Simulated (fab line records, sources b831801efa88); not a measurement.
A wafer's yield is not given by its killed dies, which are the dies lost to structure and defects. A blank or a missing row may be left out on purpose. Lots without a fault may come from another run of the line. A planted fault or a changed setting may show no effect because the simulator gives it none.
What tool caused it?    flow sky130    11 lots, 33 wafers sampled, at 3 steps of a route of 708

## WHAT THE GAUGES READ, wafer by wafer
SKY_NWELL_RS_MEAS_31: the measuring method here is four-point-probe. Usual: PWDE_RS typically reads 5279 ohm/sq, with standard deviation 22.
lot   measured      on            PWDE_RS (ohm/sq)  flag
L787  day 5 10:25   filmMetro-02  5322 5292 5284    
L788  day 5 19:12   filmMetro-01  5287 5284 5261    
L789  day 6 13:52   filmMetro-02  5286 5281 5276    
L790  day 7 01:56   filmMetro-01  5282 5263 5280    
L793  day 7 18:27   filmMetro-01  5252 5266 5261    
L794  day 7 19:02   filmMetro-02  5252 5280 5289    
L795  day 7 19:56   filmMetro-02  5287 5276 5280    
L797  day 8 01:10   filmMetro-03  5318 5322 5337    
L807  day 11 00:23  filmMetro-02  5243 5245 5242    
L808  day 11 04:34  filmMetro-01  5270 5285 5288    
L809  day 11 05:56  filmMetro-01  5294 5306 5315    

SKY_SONOS_ONO_THK_MEAS_05. Usual: SONOS_ONO_CVD_04_THK typically reads 5.78 nm, with standard deviation 0.089.
lot   measured      on            SONOS_ONO_CVD_04_THK (nm)  flag
L787  day 11 23:29  filmMetro-04  5.71 5.70 5.85             
L788  day 12 08:58  filmMetro-04  5.79 5.81 5.88             
L789  day 13 09:50  filmMetro-02  5.67 5.61 5.79             
L790  day 14 02:02  filmMetro-01  5.79 5.72 5.71             
L793  day 15 02:14  filmMetro-02  9.32 9.25 9.34             OFF
L794  day 15 02:13  filmMetro-01  9.25 9.27 9.17             OFF
L795  day 15 04:38  filmMetro-04  9.13 9.17 9.17             OFF
L797  day 15 09:25  filmMetro-01  5.77 5.79 5.75             
L807  day 19 05:05  filmMetro-02  5.89 5.76 5.76             
L808  day 19 10:02  filmMetro-04  5.65 5.76 5.68             
L809  day 19 11:19  filmMetro-02  5.74 5.81 5.76             

## WHAT TOOL EACH LOT RAN ON (gives the tool, then ch and the chambers of the sampled wafers, and finally the start)
lot   SKY_SONOS_ONO_CVD_04
L787  lpcvd-03 ch 0, day 11 22:14
L788  lpcvd-03 ch 1, day 12 07:42
L789  lpcvd-03 ch 0, day 13 08:35
L790  lpcvd-03 ch 0, day 14 00:46
L793  lpcvd-03 ch 0, day 15 00:20
L794  lpcvd-03 ch 0, day 15 00:20
L795  lpcvd-03 ch 0, day 15 02:44
L797  lpcvd-03 ch 1, day 15 08:08
L807  lpcvd-03 ch 0, day 19 03:49
L808  lpcvd-03 ch 0, day 19 08:47
L809  lpcvd-03 ch 0, day 19 10:02
- SKY_SONOS_ONO_CVD_04: deposits SiO2 from SiH4/N2O, target thk 5.7199 nm.

## AS READ BY THE TOOLS THEMSELVES (means over the sampled wafers that have a number; for cases with no such wafer, the mark the record gives instead)
SKY_SONOS_ONO_CVD_04. Usual: pressureMtorr 399.9 mTorr, standard deviation 0.7; spikeTcBottomC 919 C, standard deviation 4.6; spikeTcCentreC 900.9 C, standard deviation 1.1; spikeTcLowerC 899.6 C, standard deviation 1.6; spikeTcTopC 913 C, standard deviation 4.4; spikeTcUpperC 899.6 C, standard deviation 1.6; susceptorTempC 900.0 C, standard deviation 0.4; zonePowerBottomPct 24.9 %, standard deviation 1.3; zonePowerCentrePct 22.94 %, standard deviation 0.25; zonePowerLowerPct 20.4 %, standard deviation 1.3; zonePowerTopPct 28.9 %, standard deviation 0.55.
lot   tool      pressureMtorr (mTorr)  spikeTcBottomC (C)  spikeTcCentreC (C)  spikeTcLowerC (C)  spikeTcTopC (C)  spikeTcUpperC (C)  susceptorTempC (C)  zonePowerBottomPct (%)  zonePowerCentrePct (%)  zonePowerLowerPct (%)  zonePowerTopPct (%)  flag
L787  lpcvd-03  400.5                  922                 901.7               900.2              916              898.8              900.2               25.9                    22.85                   21.3                   28.7                 
L788  lpcvd-03  398.9                  913                 900.8               897.9              907              902.1              900.4               23.4                    23.06                   18.6                   29.5                 
L789  lpcvd-03  399.3                  921                 900.1               901.9              917              899.4              899.8               26.0                    23.17                   21.4                   28.5                 
L790  lpcvd-03  399.9                  922                 901.3               901.3              918              898.7              900.1               25.8                    23.12                   21.3                   28.5                 
L793  lpcvd-03  400.3                  972                 950.4               951.1              966              948.9              949.6               29.1                    26.08                   24.2                   31.2                 OFF
L794  lpcvd-03  400.5                  972                 950.3               950.2              965              948.1              950.0               29.4                    25.95                   24.4                   31.5                 OFF
L795  lpcvd-03  400.6                  973                 951.0               949.9              965              948.9              950.0               29.1                    25.98                   24.4                   31.2                 OFF
L797  lpcvd-03  400.0                  914                 901.6               898.5              908              901.2              899.7               23.2                    22.77                   18.7                   29.4                 
L807  lpcvd-03  400.0                  922                 900.7               900.0              916              898.8              899.9               26.3                    22.96                   21.3                   28.6                 
L808  lpcvd-03  400.2                  923                 901.5               900.3              916              899.1              899.5               25.9                    22.99                   21.3                   28.8                 
L809  lpcvd-03  399.4                  922                 899.8               899.5              917              898.3              900.1               25.7                    23.06                   21.3                   28.7                 

## THE ANSWER, worked out from the rows above alone
Rule: a lot counts as off when the mean over its wafers that have a number is more than 3 standard deviations away from the usual mean. A lot without any number at a reading at which 4 lots or more have one is off too. All remaining lots with rows at the step are treated as sound. After the gauges, taken in route order, come the tools' own readings; for these a lot's mean is taken, as printed above. At the first step where some lot is off, the reading lying furthest off is the one used; lots without a number count as furthest.
Off: L793, L794, L795, seen at SKY_SONOS_ONO_THK_MEAS_05 (SONOS_ONO_CVD_04_THK).
A tool fits if, at a process step before that reading, it ran every lot that is off, and no sound lot after the first of them. Not tried: the gauges at SKY_SONOS_ONO_THK_MEAS_05; whatever is off there is also off at SKY_SONOS_ONO_CVD_04, on other tools, and gauge error can't account for it. No candidate that was tried fits.

## WHAT HAD BEEN PUT IN BY THE SIMULATOR
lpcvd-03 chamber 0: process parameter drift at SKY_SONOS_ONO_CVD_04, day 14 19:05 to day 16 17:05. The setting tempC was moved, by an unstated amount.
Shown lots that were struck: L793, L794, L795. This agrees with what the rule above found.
